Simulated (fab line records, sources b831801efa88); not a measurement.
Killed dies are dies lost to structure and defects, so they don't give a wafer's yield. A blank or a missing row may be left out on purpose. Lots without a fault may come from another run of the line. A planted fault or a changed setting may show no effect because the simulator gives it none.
A struck lot beside a sound one | flow sky130 | 18 steps out of a route of 708
Sound: wafers L218.1, L218.2, L218.6. Struck: wafers L237.2, L237.4, L237.5. The cause comes at the end.
At each step with rows: each side's tool, then ch and its chambers, then its first start. Under that, the readings that differ: sound wafers | struck wafers | difference of the means | sigmas: that difference in standard deviations of wafers without a fault.
alike: readings whose means differ by less than 2 such deviations, and words and numbers that are the same on both sides. not compared: withheld readings, readings that some wafer has no value for, bounds like >300 that may hide the same value, and numbers for which the record gives no deviation and whose values overlap.
The two part at a step that has a row with sigmas, a row that says differs or no value, or rows on one side only. Numbers that don't overlap but have no deviation are shown without sigmas and don't part them. A reading that every wafer of one side lacks parts them only if that side has two wafers or more.

first, 4 steps without rows for these wafers: SKY_POLY_CUT_SOFTBAKE_04 (time 90 s); SKY_POLY_CUT_EXPOSE_05 (exposes mask NPCM, target cd 270 nm); SKY_POLY_CUT_PEB_06; SKY_POLY_CUT_DEVELOP_07 (develop time 60 s).
SKY_POLY_CUT_CD_MEAS_08: target cd 270 nm.
  sound on cd_sem-02, day 25 22:32; struck on cd_sem-02, day 31 05:38
  alike: cd_nm
SKY_POLY_CUT_OVL_MEAS_09:
  sound on overlay-02, day 25 22:40; struck on overlay-02, day 31 05:44
  alike: POLY_CUT_OVL
SKY_POLY_CUT_ETCH_10: etches BARC in N2/H2, stops on SiO2, time 45.9 s, target depth 60 nm.
  sound on rie_diel-01 ch 1,3, day 25 22:42; struck on rie_diel-04 ch 2,3, day 31 05:46
  alike: drypump_motor_current_A, oes_product_au, throttle_valve_pct
  not compared: rf_hours_counter_h
SKY_POLY_CUT_ETCH_11: etches Si3N4 in CF4/CH2F2/Ar, stops on poly-Si, time 41.59 s, target depth 60 nm.
  sound on rie_diel-01 ch 1,3, day 25 22:44; struck on rie_diel-04 ch 2,3, day 31 05:49
  alike: drypump_motor_current_A, oes_product_au, throttle_valve_pct
  not compared: rf_hours_counter_h
SKY_POLY_CUT_STRIP_12: strips in O2/N2.
  sound on plasma_asher-01 ch 0,1, day 25 22:47; struck on plasma_asher-02 ch 0,1, day 31 05:51
  alike: drypump_motor_current_A, oes_product_au, strip_time_to_endpoint_s
  not compared: rf_hours_counter_h
then, 3 steps without rows for these wafers: SKY_SD_P_DEHYDRATE_00 (time 60 s); SKY_SD_P_HMDS_01 (prime time 60 s); SKY_SD_P_COAT_02 (resist thk 1140 nm).
SKY_SD_P_SOFTBAKE_03: time 60 s.
  sound on litho_track-03 ch 0, day 26 12:10; struck on litho_track-02 ch 0, day 31 19:46
  reading                  | sound             | struck            | difference | sigmas
  heater_power_total_W (W) | 56.61 56.67 56.63 | 53.51 53.49 53.42 | -3.16      | -70
  plate_temp_C (C)         | 90.00 89.85 89.92 | 86.31 86.52 86.44 | -3.50      | -32
then, 2 steps without rows for these wafers: SKY_SD_P_EXPOSE_04 (exposes mask PSDM, target cd 380 nm); SKY_SD_P_PEB_05.
SKY_SD_P_DEVELOP_06: develop time 60 s.
  sound on litho_track-02 ch 0, day 27 03:26; struck on litho_track-01 ch 0, day 32 09:35
  reading                                   | sound          | struck         | difference | sigmas
  model.NOVOLAK_of_SD_P_COAT_02.thk_nm (nm) | 1138 1135 1138 | 1151 1150 1150 | +13        |
SKY_SD_P_CD_MEAS_07: target cd 380 nm.
  sound on cd_sem-01, day 27 03:35; struck on cd_sem-02, day 32 09:44
  reading    | sound             | struck            | difference | sigmas
  cd_nm (nm) | 382.6 379.2 382.1 | 373.8 376.5 377.5 | -5.4       | -2
-- the record jumps here: 18 days lie between the struck wafers' starts before and after (it left off in module SD_P and takes up again in module PAD_OPEN, whose first step shown is number 708 of the route) --
SKY_PAD_OPEN_PROBE_99:
  sound on prober-02, day 47 02:42; struck on prober-01, day 50 13:34
  alike: killed_at_M0_to_M3, killed_at_M4_up, killed_at_contacts, killed_at_front_end, killed_at_other, killed_dies, killed_open, killed_short

WHERE THEY PART
First at SKY_SD_P_SOFTBAKE_03; last, within this record, at SKY_SD_P_CD_MEAS_07. Later steps at which nothing parts them and some readings are alike: SKY_PAD_OPEN_PROBE_99.

WHY: what the simulator had put in
Process parameter drift: litho_track-02, from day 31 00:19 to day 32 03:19, at SKY_SD_P_SOFTBAKE_03. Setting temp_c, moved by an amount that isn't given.
